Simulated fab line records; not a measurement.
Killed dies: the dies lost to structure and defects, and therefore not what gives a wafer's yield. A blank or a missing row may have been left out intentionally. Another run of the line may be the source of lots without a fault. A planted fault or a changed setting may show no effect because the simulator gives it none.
Shared-tool check    flow gf180mcu    14 lots, 42 wafers sampled

REASON IT WAS OPENED
2 of 14 lots carry a flag on the reading SAB_CVD_00_THK at GF_SAB_THK_MEAS_01. Wafers without a fault read 50.3 nm, standard deviation 0.75.
Rule: a lot is flagged when every wafer of it that has a number lies more than 4 standard deviations from that mean, or none has a number. The rest of the lots are taken to be sound.

lot   measured      on             SAB_CVD_00_THK (nm), wafer by wafer  flag
L643  day 14 14:47  film metro-02  50.5 49.8 51.6                       
L644  day 14 23:24  film metro-02  50.5 50.1 50.7                       
L646  day 15 13:26  film metro-02  50.0 50.7 51.5                       
L647  day 15 20:20  film metro-02  49.8 49.6 51.1                       
L648  day 16 04:42  film metro-03  50.5 51.1 51.5                       
L649  day 16 10:16  film metro-03  50.6 51.1 50.6                       
L650  day 16 15:28  film metro-02  50.6 50.9 50.6                       
L651  day 17 07:41  film metro-02  49.8 51.0 51.2                       
L652  day 17 13:26  film metro-03  49.8 50.5 49.7                       
L654  day 18 06:25  film metro-02  49.2 49.9 50.8                       
L655  day 18 11:13  film metro-03  49.6 49.6 49.8                       
L662  day 21 01:41  film metro-04  73.4 72.9 74.5                       FLAGGED
L665  day 21 20:47  film metro-04  73.9 74.0 75.1                       FLAGGED
L666  day 22 06:25  film metro-04  50.2 50.0 50.7                       
On average the flagged lots' numbers are 74.0 nm, which is +23.7 nm against the usual, or +32 standard deviations.

WHICH TOOL RAN EACH LOT
The record keeps 1 process step preceding the reading, out of 602 steps on the route. Every cell lists first the tool, next ch and the chambers used by the sampled wafers, and last the start.
lot   flag     GF_SAB_CVD_00
L643           pecvd-02 ch 0,1,2, day 14 14:46
L644           pecvd-02 ch 0,1,2, day 14 23:23
L646           pecvd-02 ch 1,2, day 15 13:25
L647           pecvd-02 ch 0,1,2, day 15 20:19
L648           pecvd-02 ch 0,1, day 16 04:40
L649           pecvd-02 ch 0,2, day 16 10:13
L650           pecvd-04 ch 0,1,2, day 16 15:25
L651           pecvd-03 ch 0,1, day 17 07:39
L652           pecvd-02 ch 0,1,2, day 17 13:25
L654           pecvd-04 ch 0,1,2, day 18 06:23
L655           pecvd-04 ch 0,1,2, day 18 11:12
L662  FLAGGED  pecvd-04 ch 0,2, day 21 01:40
L665  FLAGGED  pecvd-04 ch 0,2, day 21 20:46
L666           pecvd-03 ch 0,2, day 22 06:23
What is done by these steps:
- GF_SAB_CVD_00: deposits SiO2 from TEOS, target thk 50 nm, time 4.9302 s.
- GF_SAB_THK_MEAS_01

FLAGGED AGAINST TOTAL, ONE TOOL AT A TIME (gauges that did the reading follow at the end)
step                tool           lots run  flagged  share of the flagged lots  sound lots run after its first flagged lot
GF_SAB_CVD_00       pecvd-02       7         0        none                       -
GF_SAB_CVD_00       pecvd-03       2         0        none                       -
GF_SAB_CVD_00       pecvd-04       5         2        all                        0
GF_SAB_THK_MEAS_01  film metro-02  7         0        none                       -
GF_SAB_THK_MEAS_01  film metro-03  4         0        none                       -
GF_SAB_THK_MEAS_01  film metro-04  3         2        all                        1 (L666)

WHAT IS ALLOWED BY THE TABLE
Table rows that saw every flagged lot: 2, namely pecvd-04 at GF_SAB_CVD_00 and film metro-04 at GF_SAB_THK_MEAS_01.
- pecvd-04 at GF_SAB_CVD_00: 2 of its 5 lots flagged. It ran its last sound lot, L655, at day 18 11:12 and its first flagged lot, L662, at day 21 01:40: a fault with its onset between the two fits.
- film metro-04 at GF_SAB_THK_MEAS_01: 2 of its 3 lots flagged. Lots that were sound ran on it after the first flagged one (L666); a persistent fault on the entire tool would not allow that.
One tool is left: pecvd-04 at GF_SAB_CVD_00.

WHAT WAS PUT IN BY THE SIMULATOR
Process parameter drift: pecvd-04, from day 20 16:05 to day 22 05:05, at GF_SAB_CVD_00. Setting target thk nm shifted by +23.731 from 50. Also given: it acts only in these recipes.
Struck lots among those shown: L662, L665. This agrees with what the rule above found.
